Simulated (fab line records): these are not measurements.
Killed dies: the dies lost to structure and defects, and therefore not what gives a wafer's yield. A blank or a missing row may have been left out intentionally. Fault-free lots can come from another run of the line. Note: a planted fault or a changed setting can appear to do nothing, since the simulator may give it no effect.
What tool caused it? | flow sky130 | 10 lots, 30 wafers sampled, at 1 step of a route of 708

== WHAT EACH GAUGE READ, for each wafer ==
SKY_CONTACT_CD_MEAS_14: target cd 170 nm.
lot  | measured     | on        | cd-nm (nm)
L251 | day 32 08:46 | cd-sem-02 | 168.1 167.3 168.3
L253 | day 32 14:40 | cd-sem-01 | 171.1 170.8 169.6
L255 | day 33 16:44 | cd-sem-02 | 171.1 169.4 170.9
L259 | day 34 11:38 | cd-sem-02 | 168.2 169.2 170.5
L260 | day 34 19:30 | cd-sem-01 | 167.6 168.0 168.7
L266 | day 36 17:47 | cd-sem-01 | 169.2 170.0 169.2
L268 | day 37 06:33 | cd-sem-02 | 170.8 170.2 170.2
L269 | day 38 00:20 | cd-sem-01 | 171.0 172.0 172.5
L270 | day 38 14:53 | cd-sem-01 | 170.3 169.2 170.0
L271 | day 38 19:28 | cd-sem-02 | 168.1 168.5 168.7

== EACH LOT AND THE TOOL THAT RAN IT (in order: tool; ch and the chambers of the sampled wafers; start) ==
No process step before these readings appears in the record.

== THE ANSWER, worked out from the rows above alone ==
Rule: what is usual is taken from the lots themselves. Put in order of their means at a reading, lots are off if they are a third of the lots or fewer, leave a main group of 4 or more, and stand apart from it by a gap of 3 or more times the standard deviation of the main group's means; of several such gaps the widest counts. A main group whose means are all the same, to the digits that the tables above print for the reading, isn't used. A lot without any number at a reading at which 4 lots or more have one is off too. All remaining lots with rows at the step are treated as sound.
No lot is off on any of the readings shown, so nothing can be concluded from this.

== WHAT WAS PUT IN BY THE SIMULATOR ==
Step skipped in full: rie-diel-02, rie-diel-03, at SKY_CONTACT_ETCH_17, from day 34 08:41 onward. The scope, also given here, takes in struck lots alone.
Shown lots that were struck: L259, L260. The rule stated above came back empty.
